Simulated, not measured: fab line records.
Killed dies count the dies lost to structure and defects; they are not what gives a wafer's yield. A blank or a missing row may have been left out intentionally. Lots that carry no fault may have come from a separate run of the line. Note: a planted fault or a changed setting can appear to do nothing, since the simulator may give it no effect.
Check of tool commonality | flow sky130 | Sampled: 12 lots, 36 wafers

== THE REASON FOR OPENING IT ==
SKY_GATE_OXIDE_TW_MEAS_14, reading GATE_OXIDE_TW: flagged on 2 of 12 lots. Wafers without a fault read 223.8, standard deviation 2.2.
Rule: flag the lot when none of its wafers has a number, or when each of its wafers that has one lies beyond 4 standard deviations from that mean. The rest of the lots are taken to be sound.

lot  | measured     | on            | GATE_OXIDE_TW, wafer by wafer | flag
L103 | day 14 10:44 | film_metro-02 | 220.8 221.2 223.1             |
L106 | day 14 22:39 | film_metro-03 | 224.1 225.0 226.1             |
L107 | day 15 00:39 | film_metro-02 | 219.5 220.1 220.6             |
L109 | day 15 23:22 | film_metro-03 | 226.5 226.1 224.7             |
L108 | day 15 23:23 | film_metro-02 | 221.3 222.9 222.6             |
L110 | day 16 05:31 | film_metro-02 | 221.9 223.1 221.9             |
L112 | day 17 00:19 | film_metro-04 | 226.4 226.7 225.7             |
L116 | day 18 17:25 | film_metro-04 | 272.5 273.4 274.4             | FLAGGED
L118 | day 19 03:12 | film_metro-02 | 221.4 220.1 222.8             |
L120 | day 19 17:56 | film_metro-02 | 270.9 271.1 268.5             | FLAGGED
L124 | day 21 00:27 | film_metro-04 | 226.2 224.9 227.0             |
L125 | day 21 11:17 | film_metro-02 | 221.9 222.3 221.6             |
The numbers of the flagged lots are 271.8 on average: +48.0 against the usual, or +22 standard deviations.

== WHICH TOOL EACH LOT WENT THROUGH ==
2 process steps preceding the reading are held in the record, out of 708 steps in the route. Each cell gives the tool, then ch followed by the chambers the sampled wafers passed through, then the start.
lot  | flag    | SKY_VT_ADJUST_HVTR_STRIP_10          | SKY_GATE_OXIDE_IMPLANT_11
L103 |         | plasma_asher-03 ch 0,1, day 9 14:59  | implanter-01 ch 0, day 14 10:17
L106 |         | plasma_asher-03 ch 0,1, day 10 11:07 | implanter-04 ch 0, day 14 22:18
L107 |         | plasma_asher-02 ch 0,1, day 10 16:16 | implanter-01 ch 0, day 15 00:18
L109 |         | plasma_asher-03 ch 0,1, day 11 08:37 | implanter-04 ch 0, day 15 23:02
L108 |         | plasma_asher-01 ch 0,1, day 11 08:53 | implanter-01 ch 0, day 15 23:01
L110 |         | plasma_asher-03 ch 0,1, day 11 13:14 | implanter-01 ch 0, day 16 05:11
L112 |         | plasma_asher-03 ch 0,1, day 12 08:47 | implanter-04 ch 0, day 16 23:58
L116 | FLAGGED | plasma_asher-03 ch 0,1, day 13 11:49 | implanter-02 ch 0, day 18 16:35
L118 |         | plasma_asher-02 ch 0,1, day 13 23:49 | implanter-04 ch 0, day 19 02:51
L120 | FLAGGED | plasma_asher-02 ch 0,1, day 14 14:31 | implanter-01 ch 0, day 19 17:16
L124 |         | plasma_asher-01 ch 0,1, day 15 18:19 | implanter-04 ch 0, day 21 00:06
L125 |         | plasma_asher-03 ch 0,1, day 16 01:07 | implanter-02 ch 0, day 21 10:56
What is done by these steps:
- SKY_VT_ADJUST_HVTR_STRIP_10: strips in O2/N2.
- SKY_GATE_OXIDE_IMPLANT_11
- SKY_GATE_OXIDE_TW_MEAS_14

== FLAGGED AGAINST TOTAL, ONE TOOL AT A TIME (gauges that did the reading follow at the end) ==
step                        | tool            | lots run | flagged | share of the flagged lots | sound lots run after its first flagged lot
SKY_VT_ADJUST_HVTR_STRIP_10 | plasma_asher-01 | 2        | 0       | none                      | -
SKY_VT_ADJUST_HVTR_STRIP_10 | plasma_asher-02 | 3        | 1       | some                      | 0
SKY_VT_ADJUST_HVTR_STRIP_10 | plasma_asher-03 | 7        | 1       | some                      | 1 (L125)
SKY_GATE_OXIDE_IMPLANT_11   | implanter-01    | 5        | 1       | some                      | 0
SKY_GATE_OXIDE_IMPLANT_11   | implanter-02    | 2        | 1       | some                      | 1 (L125)
SKY_GATE_OXIDE_IMPLANT_11   | implanter-04    | 5        | 0       | none                      | -
SKY_GATE_OXIDE_TW_MEAS_14   | film_metro-02   | 7        | 1       | some                      | 1 (L125)
SKY_GATE_OXIDE_TW_MEAS_14   | film_metro-03   | 2        | 0       | none                      | -
SKY_GATE_OXIDE_TW_MEAS_14   | film_metro-04   | 3        | 1       | some                      | 1 (L124)

== WHAT THE TABLE PERMITS ==
No row of the table ran every flagged lot.

== WHAT WAS PUT IN BY THE SIMULATOR ==
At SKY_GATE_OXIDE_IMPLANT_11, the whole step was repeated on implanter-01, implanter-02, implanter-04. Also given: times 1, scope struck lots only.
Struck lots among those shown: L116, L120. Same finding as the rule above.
